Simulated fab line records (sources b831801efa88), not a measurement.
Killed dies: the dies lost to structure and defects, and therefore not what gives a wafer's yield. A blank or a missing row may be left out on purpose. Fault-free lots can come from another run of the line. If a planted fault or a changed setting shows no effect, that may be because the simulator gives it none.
fab line records | flow sfqLine | part 1 of 2: steps 1 to 24 of 33
record: lots: 5 | wafers: 15 | lastDay: 82
route steps=325 shown M1@71 I1@73 M2@88 I2@103
lots that met no fault: from a run of the same line without faults
startH: hours from the record's opening day to when the first of the lot's shown wafers began | waitH: hours from the lot's prior step to this one | " the same as in the row above | L1.1+2: a row that stands for several wafers | - no value, or no start given | * or withheld: withheld | < > ~ a bound
route shown NAME@n: NAME is a module with steps in the file, n the number in the route of the first one | usual: mean/standard deviation taken from wafers without a fault | same: alike in all rows | chamber/n: place in a boat | sites: readings site by site | _std_site: how widely they spread, as a standard deviation | _edge_site: inner sites' mean taken away from outer sites' mean | radiusMm: how far each site lies from the wafer's centre | mask NAME#n: copy n | behind: the most recent tool/chamber to have shaped the wafer | hold: why the lot was held/for how many hours/how that ended | device: the transistor (n, p or np) that didn't switch | end of line: at the end of the route, the tests of the same wafers | step lacking rows: just its recipe | killed: count of dies lost to structure and defects at first sort (not the wafer's yield) | map: per-die view of a wafer (x killed, . not killed, _ where there is no die)
set.NAME: the setting as run; set.NAME@STEP: as run at that earlier step | model.NAME: the simulator's own value behind a step, which no gauge read
a table for each step, a row for each wafer; lots at some steps of the route
services: the hour from which a tool's chamber was out of use, counted from the record's first day as startH (under 0 if before that day), plus the number of hours and why
== steps ==
step: SFQ_TRILAYER_M1_STRIP_STRIP_043
recipe: gas: O2 | powerW: 200 | platenTempC: 40 | overashFraction: 0.65 | chemistry: O2 | pressureMtorr: 50
usual: drypumpMotorCurrentA: 5.50/0.3 | oesProductAu: 1.001/0.013
lot.wafer | tool        | chamber | startH | waitH | drypumpMotorCurrentA | oesProductAu | rfHoursCounterH
L077.1    | rieMetal-03 | 0       | 572.35 | 0.1   | 5.01                 | 1.016        | 51
L077.2    | "           | 1       | "      | "     | 5.69                 | 0.980        | 42
L077.4    | "           | 0       | "      | "     | 5.01                 | 1.018        | -
L081.2    | rieMetal-04 | 0       | 609.68 | 0.1   | 5.52                 | 0.987        | 63
L081.3    | "           | 0       | "      | "     | 5.55                 | 0.999        | -
L081.6    | "           | 0       | "      | "     | 5.54                 | 1.000        | -
L082.1    | rieMetal-02 | 0       | 619.28 | 0.1   | 5.65                 | 0.991        | 68
L082.3    | "           | 1       | "      | "     | 5.86                 | 1.000        | -
L082.4    | "           | 0       | "      | "     | 5.66                 | 0.999        | -
L090.3    | rieMetal-04 | 0       | 708.53 | 0.2   | 5.48                 | 1.018        | -
L090.4    | "           | 1       | "      | "     | 5.20                 | 1.007        | -
L090.6    | "           | 0       | "      | "     | 5.51                 | 1.014        | -
L095.1    | rieMetal-02 | 0       | 769.77 | 0.1   | 5.65                 | 0.994        | 91
L095.2    | "           | 1       | "      | "     | 5.88                 | 0.976        | 106
L095.6    | "           | 1       | "      | "     | 5.89                 | 0.980        | -
step: SFQ_TRILAYER_M1_STRIP_SOLV_CLEAN_044
recipe: chemistry: NMP | tempC: 70 | timeS: 600
lot.wafer  | tool        | chamber | startH | waitH
L077.1+2+4 | wetBench-02 | 3,0,2   | 572.95 | 0.4
L081.2+3+6 | wetBench-04 | 4,2,5   | 610.28 | 0.4
L082.1+3+4 | wetBench-04 | 7,5,0   | 619.88 | 0.4
L090.3+4+6 | wetBench-03 | 2,6,7   | 708.93 | 0.2
L095.1+2+6 | wetBench-03 | 0,3,2   | 770.37 | 0.4
step: SFQ_TRILAYER_I1_DEP_PECVD_045
recipe: material: SiO2 | tempC: 150 | timeS: 111.11 | pressureTorr: 2.4 | rfW: 183.3 | precursor: SiH4/N2O | targetThkNm: 500
usual: heaterPowerW: 90/19 | throttleValvePct: 24.0/1
lot.wafer | tool     | chamber | startH | waitH | heaterPowerW | throttleValvePct
L077.1    | pecvd-04 | 1       | 573.30 | 0.0   | 104          | 23.8
L077.2    | "        | 0       | "      | "     | 103          | 24.5
L077.4    | "        | 2       | "      | "     | 104          | 24.3
L081.2    | pecvd-01 | 2       | 610.45 | 0.0   | 77           | 23.2
L081.3    | "        | 0       | "      | "     | 68           | 22.7
L081.6    | "        | 1       | "      | "     | 117          | 23.6
L082.1    | pecvd-01 | 0       | 620.05 | 0.0   | 65           | 22.7
L082.3    | "        | 2       | "      | "     | 80           | 23.0
L082.4    | "        | 0       | "      | "     | 69           | 22.7
L090.3    | pecvd-04 | 2       | 709.12 | 0.0   | 89           | 24.7
L090.4    | "        | 1       | "      | "     | 113          | 24.2
L090.6    | "        | 0       | "      | "     | 102          | 24.9
L095.1    | pecvd-03 | 1       | 770.55 | 0.0   | 78           | 26.3
L095.2    | "        | 2       | "      | "     | 75           | 22.6
L095.6    | "        | 1       | "      | "     | 65           | 26.0
step: SFQ_TRILAYER_I1_CMP_CMP_046
recipe: material: SiO2 | downForcePsi: 3 | platenRpm: 60 | padVelocityMS: 0.94248
usual: headPressurePsi: 3.000/0.0059 | motorCurrentA: 9.4/0.84 | timeToEndpointS: 213/8.6
lot.wafer | tool   | chamber | startH | waitH | headPressurePsi | motorCurrentA | timeToEndpointS
L077.4    | cmp-02 | 2       | 573.38 | 0.0   | 2.997           | 8.5           | 216
L077.2    | "      | 3       | "      | "     | 2.998           | 9.5           | 205
L077.1    | "      | 1       | 574.88 | 1.5   | 2.997           | 10.5          | 214
L081.2    | cmp-01 | 3       | 614.06 | 3.6   | 3.004           | 10.6          | 229
L081.3    | "      | 0       | "      | "     | 3.007           | 9.8           | 221
L081.6    | "      | 3       | 616.06 | 5.5   | 3.003           | 11.3          | 223
L082.4    | cmp-01 | 3       | 620.13 | 0.0   | 3.009           | 10.7          | 216
L082.1    | "      | 1       | 621.13 | 1.0   | 3.007           | 8.4           | 201
L082.3    | "      | 2       | "      | "     | 3.001           | 10.0          | 212
L090.3    | cmp-02 | 2       | 713.46 | 4.3   | 2.991           | 8.5           | 203
L090.4    | "      | 3       | "      | "     | 3.013           | 9.5           | 208
L090.6    | "      | 3       | 715.96 | 6.8   | 3.012           | 9.6           | 205
L095.1    | cmp-01 | 2       | 773.02 | 2.4   | 3.003           | 9.6           | 214
L095.2    | "      | 3       | "      | "     | 2.999           | 10.3          | 209
L095.6    | "      | 3       | 775.52 | 4.9   | 3.007           | 10.8          | 226
step: SFQ_I1_BOW_MEAS_912
recipe: mode: bow
usual: I1_BOW: 2/8.3
lot.wafer | tool         | chamber | startH | waitH | I1_BOW[um]
L077.1    | filmMetro-01 | -       | 576.38 | 1.0   | -4
L077.2    | "            | -       | "      | "     | 4
L077.4    | "            | -       | "      | "     | -1
L081.2    | filmMetro-02 | -       | 617.08 | 2.5   | -8
L081.3    | "            | -       | "      | "     | -1
L081.6    | "            | -       | "      | "     | 1
L082.1    | filmMetro-02 | -       | 623.13 | 1.5   | 7
L082.3    | "            | -       | "      | "     | -3
L082.4    | "            | -       | "      | "     | -3
L090.3    | filmMetro-02 | -       | 716.50 | 2.5   | -4
L090.4    | "            | -       | "      | "     | 0
L090.6    | "            | -       | "      | "     | 0
L095.1    | filmMetro-04 | -       | 776.02 | 2.5   | 6
L095.2    | "            | -       | "      | "     | 8
L095.6    | "            | -       | "      | "     | -11
step: SFQ_TRILAYER_I1_METRO_MEASURE_047
usual: thkNm: 199.7/1.2
lot.wafer | tool         | chamber | startH | waitH | thkNm
L077.1    | filmMetro-01 | -       | 576.50 | 0.1   | 200.2
L077.2    | "            | -       | "      | "     | 198.4
L077.4    | "            | -       | "      | "     | 198.2
L081.2    | filmMetro-02 | -       | 617.38 | 0.3   | 201.8
L081.3    | "            | -       | "      | "     | 201.7
L081.6    | "            | -       | "      | "     | 202.2
L082.1    | filmMetro-02 | -       | 623.25 | 0.1   | 200.3
L082.3    | "            | -       | "      | "     | 200.1
L082.4    | "            | -       | "      | "     | 201.5
L090.3    | filmMetro-02 | -       | 716.98 | 0.5   | 199.7
L090.4    | "            | -       | "      | "     | 198.0
L090.6    | "            | -       | "      | "     | 198.1
L095.1    | filmMetro-04 | -       | 776.14 | 0.1   | 199.8
L095.2    | "            | -       | "      | "     | 201.1
L095.6    | "            | -       | "      | "     | 201.6
step: SFQ_TRILAYER_I1_VIA_LITHO_COAT_054
recipe: resist: BARC | spinRpm: 3000 | resistThkNm: 62
usual: exhaustPa: 45.2/0.9 | resistLineTempC: 22.99/0.12
lot.wafer | tool          | chamber | startH | waitH | exhaustPa | resistLineTempC
L077.1    | lithoTrack-02 | 0       | 577.70 | 1.0   | 47.0      | 23.03
L077.2    | "             | 0       | "      | "     | 45.4      | 23.04
L077.4    | "             | 0       | "      | "     | 44.9      | 23.02
L081.2    | lithoTrack-04 | 0       | 618.43 | 0.8   | 45.5      | 23.02
L081.3    | "             | 0       | "      | "     | 45.9      | 22.93
L081.6    | "             | 0       | "      | "     | 46.3      | 23.10
L082.1    | lithoTrack-02 | 0       | 624.45 | 1.0   | 45.0      | 22.89
L082.3    | "             | 0       | "      | "     | 45.9      | 22.98
L082.4    | "             | 0       | "      | "     | 47.2      | 23.05
L090.3    | lithoTrack-02 | 0       | 717.88 | 0.7   | 43.8      | 23.21
L090.4    | "             | 0       | "      | "     | 44.3      | 23.20
L090.6    | "             | 0       | "      | "     | 44.7      | 23.09
L095.1    | lithoTrack-02 | 0       | 777.34 | 1.0   | 44.9      | 22.92
L095.2    | "             | 0       | "      | "     | 45.4      | 22.56
L095.6    | "             | 0       | "      | "     | 45.9      | 22.76
step: SFQ_TRILAYER_I1_VIA_LITHO_COAT_049
recipe: resist: KrF | spinRpm: 3000 | resistThkNm: 650
usual: exhaustPa: 45.0/0.88 | resistLineTempC: 23.00/0.11
lot.wafer | tool          | chamber | startH | waitH | exhaustPa | resistLineTempC
L077.1    | lithoTrack-02 | 0       | 578.00 | 0.2   | 43.8      | 23.07
L077.2    | "             | 0       | "      | "     | 44.7      | 22.87
L077.4    | "             | 0       | "      | "     | 45.7      | 22.95
L081.2    | lithoTrack-04 | 0       | 618.73 | 0.2   | 45.1      | 22.96
L081.3    | "             | 0       | "      | "     | 45.2      | 22.85
L081.6    | "             | 0       | "      | "     | 44.5      | 23.02
L082.1    | lithoTrack-02 | 0       | 624.75 | 0.2   | 45.7      | 22.77
L082.3    | "             | 0       | "      | "     | 44.6      | 23.00
L082.4    | "             | 0       | "      | "     | 45.6      | 22.88
L090.3    | lithoTrack-02 | 0       | 718.18 | 0.2   | 44.5      | 22.97
L090.4    | "             | 0       | "      | "     | 45.8      | 22.88
L090.6    | "             | 0       | "      | "     | 44.9      | 22.85
L095.1    | lithoTrack-02 | 0       | 777.64 | 0.2   | 43.0      | 23.23
L095.2    | "             | 0       | "      | "     | 43.3      | 23.07
L095.6    | "             | 0       | "      | "     | 45.2      | 23.23
step: SFQ_TRILAYER_I1_VIA_LITHO_SOFTBAKE_053
recipe: tempC: withheld | timeS: withheld | resist: KrF
usual: exhaustPa: 45.1/0.94 | resistLineTempC: *
lot.wafer | tool          | chamber | startH | waitH | exhaustPa | resistLineTempC
L077.1    | lithoTrack-02 | 0       | 578.30 | 0.2   | 45.1      | *
L077.2    | "             | 0       | "      | "     | 46.8      | *
L077.4    | "             | 0       | "      | "     | 46.5      | *
L081.2    | lithoTrack-04 | 0       | 619.01 | 0.2   | 44.6      | *
L081.3    | "             | 0       | "      | "     | 44.3      | *
L081.6    | "             | 0       | "      | "     | 45.2      | *
L082.1    | lithoTrack-02 | 0       | 625.05 | 0.2   | 44.7      | *
L082.3    | "             | 0       | "      | "     | 44.4      | *
L082.4    | "             | 0       | "      | "     | 45.8      | *
L090.3    | lithoTrack-02 | 0       | 718.43 | 0.2   | 45.7      | *
L090.4    | "             | 0       | "      | "     | 46.6      | *
L090.6    | "             | 0       | "      | "     | 46.0      | *
L095.1    | lithoTrack-02 | 0       | 777.94 | 0.2   | 46.8      | *
L095.2    | "             | 0       | "      | "     | 44.7      | *
L095.6    | "             | 0       | "      | "     | 45.9      | *
step: SFQ_TRILAYER_I1_VIA_LITHO_EXPOSE_050
recipe: maskId: I1 | na: 0.6 | sourceShape: conventional | sigmaOuter: 0.65 | targetCdNm: 500 | doseMj: 21.3
lot.wafer  | tool          | chamber | startH | waitH | mask
L077.1+2+4 | krfScanner-02 | 0       | 578.45 | -     | I1#0
L081.2+3+6 | krfScanner-01 | 0       | 620.15 | -     | I1#0
L082.1+3+4 | krfScanner-02 | 0       | 627.01 | -     | I1#0
L090.3+4+6 | krfScanner-02 | 0       | 722.66 | -     | I1#0
L095.1+2+6 | krfScanner-02 | 0       | 795.20 | -     | I1#0
step: SFQ_TRILAYER_I1_VIA_LITHO_PEB_052
recipe: pebTempC: 115 | pebTimeS: 60 | resist: KrF
usual: exhaustPa: 44.8/0.97 | resistLineTempC: 23.01/0.11
lot.wafer | tool          | chamber | startH | waitH | exhaustPa | resistLineTempC
L077.1    | lithoTrack-04 | 0       | 579.65 | 1.0   | 44.4      | 22.88
L077.2    | "             | 0       | "      | "     | 44.2      | 22.91
L077.4    | "             | 0       | "      | "     | 43.9      | 23.02
L081.2    | lithoTrack-04 | 0       | 621.17 | 0.8   | 46.1      | 22.86
L081.3    | "             | 0       | "      | "     | 43.8      | 23.03
L081.6    | "             | 0       | "      | "     | 45.2      | 22.93
L082.1    | lithoTrack-02 | 0       | 628.21 | 1.0   | 43.2      | 23.01
L082.3    | "             | 0       | "      | "     | 44.5      | 22.79
L082.4    | "             | 0       | "      | "     | 45.8      | 22.92
L090.3    | lithoTrack-03 | 0       | 723.51 | 0.7   | 44.3      | 23.29
L090.4    | "             | 0       | "      | "     | 46.4      | 23.18
L090.6    | "             | 0       | "      | "     | 43.7      | 22.98
L095.1    | lithoTrack-02 | 0       | 796.40 | 1.0   | 43.9      | 23.01
L095.2    | "             | 0       | "      | "     | 44.8      | 23.01
L095.6    | "             | 0       | "      | "     | 44.6      | 23.06
step: SFQ_TRILAYER_I1_VIA_LITHO_DEVELOP_051
recipe: timeS: 60 | resist: KrF
usual: exhaustPa: 44.9/0.9 | resistLineTempC: 22.99/0.11
lot.wafer | tool          | chamber | startH | waitH | exhaustPa | resistLineTempC
L077.1    | lithoTrack-04 | 0       | 579.80 | 0.1   | 44.5      | 23.03
L077.2    | "             | 0       | "      | "     | 45.2      | 23.04
L077.4    | "             | 0       | "      | "     | 43.6      | 22.98
L081.2    | lithoTrack-04 | 0       | 621.32 | 0.1   | 45.3      | 23.10
L081.3    | "             | 0       | "      | "     | 45.3      | 23.11
L081.6    | "             | 0       | "      | "     | 45.2      | 22.99
L082.1    | lithoTrack-02 | 0       | 628.36 | 0.1   | 46.1      | 22.87
L082.3    | "             | 0       | "      | "     | 46.3      | 23.01
L082.4    | "             | 0       | "      | "     | 46.4      | 23.13
L090.3    | lithoTrack-03 | 0       | 723.66 | 0.1   | 44.3      | 22.93
L090.4    | "             | 0       | "      | "     | 44.6      | 23.04
L090.6    | "             | 0       | "      | "     | 44.9      | 22.78
L095.1    | lithoTrack-02 | 0       | 796.55 | 0.1   | 44.2      | 22.98
L095.2    | "             | 0       | "      | "     | 46.4      | 23.01
L095.6    | "             | 0       | "      | "     | 45.3      | 22.80
step: SFQ_I1_OVL_MEAS_913
usual: I1_OVL: 0/5.1
lot.wafer | tool       | chamber | startH | waitH | I1_OVL[nm]
L077.1    | overlay-01 | -       | 579.95 | 0.1   | 7
L077.2    | "          | -       | "      | "     | 3
L077.4    | "          | -       | "      | "     | -1
L081.2    | overlay-01 | -       | 621.45 | 0.1   | -6
L081.3    | "          | -       | "      | "     | -4
L081.6    | "          | -       | "      | "     | -5
L082.1    | overlay-02 | -       | 628.51 | 0.1   | -1
L082.3    | "          | -       | "      | "     | 1
L082.4    | "          | -       | "      | "     | -9
L090.3    | overlay-01 | -       | 723.77 | 0.1   | -12
L090.4    | "          | -       | "      | "     | -11
L090.6    | "          | -       | "      | "     | -7
L095.1    | overlay-01 | -       | 796.70 | 0.1   | -5
L095.2    | "          | -       | "      | "     | 0
L095.6    | "          | -       | "      | "     | 0
step: SFQ_TRILAYER_I1_VIA_BARC_OPEN_VIA_ETCH_071
recipe: maskMaterial: PR | chemistry: O2 | targetDepthNm: 125 | target: BARC | sourceW: 500 | biasW: 80 | pressureMtorr: 30 | timeS: 41.7
usual: drypumpMotorCurrentA: 5.6/0.4 | oesProductAu: 0.685/0.0047
lot.wafer | tool       | chamber | startH | waitH | drypumpMotorCurrentA | oesProductAu | rfHoursCounterH
L077.1    | rieDiel-02 | 1       | 579.99 | 0.0   | 5.1                  | 0.691        | 49
L077.2    | "          | 0       | "      | "     | 5.7                  | 0.686        | 5
L077.4    | "          | 2       | "      | "     | 5.0                  | 0.681        | 63
L081.2    | rieDiel-02 | 3       | 621.48 | 0.0   | 6.0                  | 0.687        | 15
L081.3    | "          | 2       | "      | "     | 5.0                  | 0.690        | 63
L081.6    | "          | 3       | "      | "     | 6.0                  | 0.686        | -
L082.1    | rieDiel-04 | 2       | 628.55 | 0.0   | 6.0                  | 0.686        | 36
L082.3    | "          | 3       | "      | "     | 5.6                  | 0.681        | 2
L082.4    | "          | 1       | "      | "     | 6.0                  | 0.680        | 11
L090.3    | rieDiel-04 | 0       | 723.80 | 0.0   | 5.1                  | 0.689        | 52
L090.4    | "          | 2       | "      | "     | 6.0                  | 0.680        | 37
L090.6    | "          | 1       | "      | "     | 6.0                  | 0.682        | -
L095.1    | rieDiel-04 | 2       | 796.74 | 0.0   | 6.0                  | 0.680        | 38
L095.2    | "          | 0       | "      | "     | 5.1                  | 0.681        | 0
L095.6    | "          | 2       | "      | "     | 6.0                  | 0.679        | -
step: SFQ_TRILAYER_I1_VIA_ETCH_VIA_ETCH_052
recipe: target: SiO2 | stopOn: Nb | maskMaterial: PR | taperDeg: 20 | chemistry: CHF3 | targetDepthNm: 260 | sourceW: 500 | biasW: 80 | pressureMtorr: 30 | timeS: withheld
usual: drypumpMotorCurrentA: 5.6/0.4 | oesProductAu: 0.854/0.0055
lot.wafer | tool       | chamber | startH | waitH | drypumpMotorCurrentA | oesProductAu
L077.1    | rieDiel-02 | 1       | 580.03 | 0.0   | 5.1                  | 0.848
L077.2    | "          | 0       | "      | "     | 5.7                  | 0.850
L077.4    | "          | 2       | "      | "     | 5.0                  | 0.855
L081.2    | rieDiel-02 | 3       | 621.52 | 0.0   | 6.0                  | 0.858
L081.3    | "          | 2       | "      | "     | 5.1                  | 0.859
L081.6    | "          | 3       | "      | "     | 6.0                  | 0.861
L082.1    | rieDiel-04 | 2       | 628.59 | 0.0   | 6.1                  | 0.857
L082.3    | "          | 3       | "      | "     | 5.6                  | 0.865
L082.4    | "          | 1       | "      | "     | 6.0                  | 0.852
L090.3    | rieDiel-04 | 0       | 723.84 | 0.0   | 5.1                  | 0.845
L090.4    | "          | 2       | "      | "     | 6.0                  | 0.847
L090.6    | "          | 1       | "      | "     | 6.0                  | 0.850
L095.1    | rieDiel-04 | 2       | 796.78 | 0.0   | 6.0                  | 0.856
L095.2    | "          | 0       | "      | "     | 5.1                  | 0.856
L095.6    | "          | 2       | "      | "     | 6.1                  | 0.858
step: SFQ_TRILAYER_I1_VIA_STRIP_STRIP_053
recipe: gas: O2 | powerW: 200 | platenTempC: 40 | overashFraction: 0.65 | chemistry: O2 | pressureMtorr: 50
usual: drypumpMotorCurrentA: 5.6/0.36 | oesProductAu: 0.993/0.013
lot.wafer | tool        | chamber | startH | waitH | drypumpMotorCurrentA | oesProductAu | rfHoursCounterH
L077.1    | rieMetal-02 | 1       | 580.14 | -     | 5.9                  | 0.996        | 76
L077.2    | "           | 0       | "      | "     | 5.6                  | 0.995        | 61
L077.4    | "           | 0       | "      | "     | 5.6                  | 0.982        | -
L081.2    | rieMetal-02 | 0       | 621.64 | -     | 5.6                  | 1.004        | 68
L081.3    | "           | 1       | "      | "     | 5.9                  | 1.003        | -
L081.6    | "           | 0       | "      | "     | 5.6                  | 1.002        | -
L082.1    | rieMetal-01 | 0       | 628.70 | -     | 5.3                  | 0.979        | 3
L082.3    | "           | 1       | "      | "     | 6.1                  | 0.991        | -
L082.4    | "           | 0       | "      | "     | 5.3                  | 0.988        | -
L090.3    | rieMetal-01 | 0       | 724.15 | -     | 5.3                  | 0.976        | -
L090.4    | "           | 1       | "      | "     | 6.1                  | 0.983        | -
L090.6    | "           | 0       | "      | "     | 5.3                  | 0.969        | -
L095.1    | rieMetal-03 | 1       | 796.89 | -     | 5.7                  | 0.985        | 74
L095.2    | "           | 0       | "      | "     | 5.0                  | 1.015        | 84
L095.6    | "           | 0       | "      | "     | 5.0                  | 1.023        | -
step: SFQ_TRILAYER_I1_VIA_STRIP_SOLV_CLEAN_054
recipe: chemistry: NMP | tempC: 70 | timeS: 600
lot.wafer  | tool        | chamber | startH | waitH
L077.1+2+4 | wetBench-04 | 4,5,2   | 580.74 | 0.4
L081.2+3+6 | wetBench-01 | 7,3,4   | 622.24 | 0.4
L082.1+3+4 | wetBench-01 | 0,6,4   | 629.30 | 0.4
L090.3+4+6 | wetBench-02 | 5,3,4   | 724.55 | 0.2
L095.1+2+6 | wetBench-02 | 7,5,4   | 797.49 | 0.4
step: SFQ_TRILAYER_M2_DEP_PRE_CLEAN_056
recipe: gas: Ar | timeS: 22.5 | biasV: 250
lot.wafer  | tool          | chamber | startH | waitH
L077.1+2+4 | pvdSputter-04 | -       | 580.93 | 0.0
L081.2+3+6 | pvdSputter-05 | -       | 622.41 | 0.0
L082.1+3+4 | pvdSputter-04 | -       | 629.47 | 0.0
L090.3+4+6 | pvdSputter-06 | -       | 724.73 | 0.0
L095.1+2+6 | pvdSputter-04 | -       | 797.66 | 0.0
step: SFQ_TRILAYER_M2_DEP_SPUTTER_055
recipe: material: Nb | basePressurePa: 1.33e-06 | chamberPressurePa: 0.1333 | substrateTempC: 20 | resputterCathodeVoltageV: 400 | targetThkNm: 200 | powerW: 2000 | timeS: 133.3
usual: throttleValvePct: 29.8/1.4
lot.wafer | tool          | chamber | startH | waitH | throttleValvePct
L077.1    | pvdSputter-04 | -       | 580.96 | 0.0   | 30.7
L077.2    | "             | -       | "      | "     | 31.0
L077.4    | "             | -       | "      | "     | 27.4
L081.2    | pvdSputter-05 | -       | 622.44 | 0.0   | 28.1
L081.3    | "             | -       | "      | "     | 30.3
L081.6    | "             | -       | "      | "     | 28.3
L082.1    | pvdSputter-04 | -       | 629.50 | 0.0   | 28.2
L082.3    | "             | -       | "      | "     | 31.1
L082.4    | "             | -       | "      | "     | 31.0
L090.3    | pvdSputter-06 | -       | 724.75 | 0.0   | 29.6
L090.4    | "             | -       | "      | "     | 30.8
L090.6    | "             | -       | "      | "     | 29.5
L095.1    | pvdSputter-04 | -       | 797.69 | 0.0   | 27.2
L095.2    | "             | -       | "      | "     | 30.7
L095.6    | "             | -       | "      | "     | 31.2
step: SFQ_M2_RS_MEAS_914
recipe: thkMeasGauge: four-point-probe | reads: Nb_of_TRILAYER_M2_DEP_SPUTTER_055
usual: M2_NB_RS: 0.887/0.011
lot.wafer | tool         | chamber | startH | waitH | M2_NB_RS[ohm/sq]
L077.1    | filmMetro-01 | -       | 581.05 | 0.0   | 0.894
L077.2    | "            | -       | "      | "     | 0.891
L077.4    | "            | -       | "      | "     | 0.877
L081.2    | filmMetro-01 | -       | 622.56 | 0.1   | 0.876
L081.3    | "            | -       | "      | "     | 0.891
L081.6    | "            | -       | "      | "     | 0.886
L082.1    | filmMetro-02 | -       | 629.59 | 0.0   | 0.881
L082.3    | "            | -       | "      | "     | 0.889
L082.4    | "            | -       | "      | "     | 0.888
L090.3    | filmMetro-01 | -       | 724.88 | 0.1   | 0.893
L090.4    | "            | -       | "      | "     | 0.878
L090.6    | "            | -       | "      | "     | 0.889
L095.1    | filmMetro-03 | -       | 797.78 | 0.0   | 0.886
L095.2    | "            | -       | "      | "     | 0.891
L095.6    | "            | -       | "      | "     | 0.887
step: SFQ_TRILAYER_M2_LITHO_COAT_062
recipe: resist: BARC | spinRpm: 3000 | resistThkNm: 62
usual: exhaustPa: 45.1/1 | resistLineTempC: 23.00/0.11
lot.wafer | tool          | chamber | startH | waitH | exhaustPa | resistLineTempC
L077.1    | lithoTrack-01 | 0       | 581.23 | 0.1   | 46.0      | 23.03
L077.2    | "             | 0       | "      | "     | 46.5      | 23.03
L077.4    | "             | 0       | "      | "     | 46.2      | 23.06
L081.2    | lithoTrack-01 | 0       | 622.77 | 0.1   | 45.4      | 22.85
L081.3    | "             | 0       | "      | "     | 44.3      | 22.91
L081.6    | "             | 0       | "      | "     | 44.4      | 22.66
L082.1    | lithoTrack-03 | 0       | 629.77 | 0.1   | 44.6      | 22.99
L082.3    | "             | 0       | "      | "     | 43.4      | 22.99
L082.4    | "             | 0       | "      | "     | 43.1      | 22.96
L090.3    | lithoTrack-01 | 0       | 725.12 | 0.1   | 45.7      | 22.93
L090.4    | "             | 0       | "      | "     | 46.0      | 23.01
L090.6    | "             | 0       | "      | "     | 45.0      | 22.91
L095.1    | lithoTrack-04 | 0       | 797.96 | 0.1   | 46.0      | 23.14
L095.2    | "             | 0       | "      | "     | 45.0      | 23.07
L095.6    | "             | 0       | "      | "     | 44.7      | 22.97
step: SFQ_TRILAYER_M2_LITHO_COAT_057
recipe: resist: KrF | spinRpm: 3000 | resistThkNm: 600
usual: exhaustPa: 45.0/0.95 | resistLineTempC: 23.01/0.099
lot.wafer | tool          | chamber | startH | waitH | exhaustPa | resistLineTempC
L077.1    | lithoTrack-01 | 0       | 581.53 | 0.2   | 45.2      | 23.06
L077.2    | "             | 0       | "      | "     | 44.8      | 22.93
L077.4    | "             | 0       | "      | "     | 44.9      | 23.02
L081.2    | lithoTrack-01 | 0       | 623.07 | 0.2   | 43.7      | 23.13
L081.3    | "             | 0       | "      | "     | 44.5      | 23.13
L081.6    | "             | 0       | "      | "     | 45.0      | 23.15
L082.1    | lithoTrack-03 | 0       | 630.07 | 0.2   | 45.8      | 23.07
L082.3    | "             | 0       | "      | "     | 45.0      | 23.09
L082.4    | "             | 0       | "      | "     | 43.9      | 23.03
L090.3    | lithoTrack-01 | 0       | 725.42 | 0.2   | 44.6      | 23.07
L090.4    | "             | 0       | "      | "     | 46.0      | 23.14
L090.6    | "             | 0       | "      | "     | 44.8      | 23.15
L095.1    | lithoTrack-04 | 0       | 798.26 | 0.2   | 44.8      | 22.95
L095.2    | "             | 0       | "      | "     | 44.9      | 22.94
L095.6    | "             | 0       | "      | "     | 45.4      | 22.92
step: SFQ_TRILAYER_M2_LITHO_SOFTBAKE_061
recipe: tempC: withheld | timeS: withheld | resist: KrF
usual: exhaustPa: 44.9/0.89 | resistLineTempC: *
lot.wafer | tool          | chamber | startH | waitH | exhaustPa | resistLineTempC
L077.1    | lithoTrack-01 | 0       | 581.83 | 0.2   | 45.3      | *
L077.2    | "             | 0       | "      | "     | 44.5      | *
L077.4    | "             | 0       | "      | "     | 44.5      | *
L081.2    | lithoTrack-01 | 0       | 623.35 | 0.2   | 45.4      | *
L081.3    | "             | 0       | "      | "     | 45.1      | *
L081.6    | "             | 0       | "      | "     | 44.8      | *
L082.1    | lithoTrack-03 | 0       | 630.37 | 0.2   | 45.8      | *
L082.3    | "             | 0       | "      | "     | 45.9      | *
L082.4    | "             | 0       | "      | "     | 46.0      | *
L090.3    | lithoTrack-01 | 0       | 725.67 | 0.2   | 46.3      | *
L090.4    | "             | 0       | "      | "     | 45.2      | *
L090.6    | "             | 0       | "      | "     | 44.6      | *
L095.1    | lithoTrack-04 | 0       | 798.56 | 0.2   | 46.3      | *
L095.2    | "             | 0       | "      | "     | 45.3      | *
L095.6    | "             | 0       | "      | "     | 45.5      | *
step: SFQ_TRILAYER_M2_LITHO_EXPOSE_058
recipe: maskId: M2 | na: 0.6 | sourceShape: conventional | sigmaOuter: 0.65 | targetCdNm: 500 | doseMj: 14.4
lot.wafer  | tool          | chamber | startH | waitH | mask
L077.1+2+4 | krfScanner-01 | 0       | 740.32 | -     | M2#0
L081.2+3+6 | krfScanner-02 | 0       | 777.85 | -     | M2#0
L082.1+3+4 | krfScanner-02 | 0       | 784.85 | -     | M2#0
L090.3+4+6 | krfScanner-02 | 0       | 869.97 | -     | M2#0
L095.1+2+6 | krfScanner-01 | 0       | 931.54 | -     | M2#0
